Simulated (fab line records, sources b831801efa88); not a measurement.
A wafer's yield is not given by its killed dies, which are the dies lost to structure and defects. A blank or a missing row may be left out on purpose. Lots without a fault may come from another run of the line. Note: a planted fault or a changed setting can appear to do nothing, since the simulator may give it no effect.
Which tool is to blame? ; flow sfq-line ; 44 wafers from 15 lots sampled at 2 of the route's 325 steps

== WHAT THE GAUGES SHOWED, per wafer ==
SFQ_M0_RS_MEAS_904: the measuring method here is four-point-probe.
lot;measured;on;M0_NB_RS (ohm/sq)
L162;day 5 07:39;film-metro-03;0.881 0.889 0.883
L163;day 5 17:15;film-metro-01;0.878 0.898 0.885
L164;day 5 23:43;film-metro-01;0.897 0.892 0.903
L165;day 6 04:38;film-metro-04;0.896 0.906 0.924
L166;day 6 07:27;film-metro-04;0.888 0.889 0.897
L167;day 6 11:14;film-metro-03;0.809 0.887 0.881
L170;day 7 13:17;film-metro-03;0.897 0.827 0.887
L172;day 8 02:48;film-metro-04;0.823 0.891
L177;day 9 04:23;film-metro-03;0.883 0.885 0.908
L178;day 9 09:49;film-metro-04;0.882 0.889 0.882
L180;day 9 23:01;film-metro-04;0.869 0.885 0.906
L182;day 10 10:35;film-metro-01;0.871 0.890 0.880
L183;day 10 16:23;film-metro-03;0.872 0.874 0.875
L184;day 10 23:39;film-metro-01;0.924 0.919 0.895
L185;day 11 06:49;film-metro-03;0.881 0.912 0.882

== TOOL THAT RAN EACH LOT (tool first, then ch and the chambers of the sampled wafers, then the start) ==
lot;SFQ_TRILAYER_M0_DEP_SPUTTER_019
L162;pvd-sputter-06, day 5 07:32
L163;pvd-sputter-03, day 5 17:08
L164;pvd-sputter-03, day 5 23:38
L165;pvd-sputter-05, day 6 04:32
L166;pvd-sputter-03, day 6 07:22
L167;pvd-sputter-03, day 6 11:08
L170;pvd-sputter-03, day 7 13:09
L172;pvd-sputter-03, day 8 02:43
L177;pvd-sputter-05, day 9 04:18
L178;pvd-sputter-06, day 9 09:42
L180;pvd-sputter-05, day 9 22:55
L182;pvd-sputter-06, day 10 10:28
L183;pvd-sputter-05, day 10 16:18
L184;pvd-sputter-05, day 10 23:30
L185;pvd-sputter-05, day 11 06:42
- SFQ_TRILAYER_M0_DEP_SPUTTER_019: material Nb, target thk 200 nm, time 133.3 s.

== WHAT THE TOOLS THEMSELVES READ (means of the sampled wafers that have a number; where no wafer has one, the mark that the record gives instead) ==
SFQ_TRILAYER_M0_DEP_SPUTTER_019.
lot;tool;throttle-valve-pct (%)
L162;pvd-sputter-06;30.1
L163;pvd-sputter-03;29.9
L164;pvd-sputter-03;30.1
L165;pvd-sputter-05;29.6
L166;pvd-sputter-03;29.8
L167;pvd-sputter-03;29.8
L170;pvd-sputter-03;29.7
L172;pvd-sputter-03;29.8
L177;pvd-sputter-05;30.9
L178;pvd-sputter-06;30.0
L180;pvd-sputter-05;29.7
L182;pvd-sputter-06;30.3
L183;pvd-sputter-05;29.2
L184;pvd-sputter-05;30.7
L185;pvd-sputter-05;30.6

== THE ANSWER, worked out from the rows above alone ==
Rule: the usual values come from the lots themselves. The widest of any qualifying gaps counts: lots, ordered by their means at a reading, are off when they make up no more than a third of the lots, leave a main group of 4 or more, and stand apart from it by 3 or more times the standard deviation of that group's means. The tables above print the reading to a certain number of digits; a main group whose means all agree to those digits is not used. A lot without any number at a reading at which 4 lots or more have one is off too. All remaining lots with rows at the step are treated as sound. Order of review: gauges by route order, followed by the tools' own readings, for which a lot's mean as printed above is used. At the first step where some lot is off, the reading lying furthest off is the one used; lots without a number count as furthest.
No lot is off at any reading shown: from this, nothing can be told.

== WHAT THE SIMULATOR HAD PUT IN ==
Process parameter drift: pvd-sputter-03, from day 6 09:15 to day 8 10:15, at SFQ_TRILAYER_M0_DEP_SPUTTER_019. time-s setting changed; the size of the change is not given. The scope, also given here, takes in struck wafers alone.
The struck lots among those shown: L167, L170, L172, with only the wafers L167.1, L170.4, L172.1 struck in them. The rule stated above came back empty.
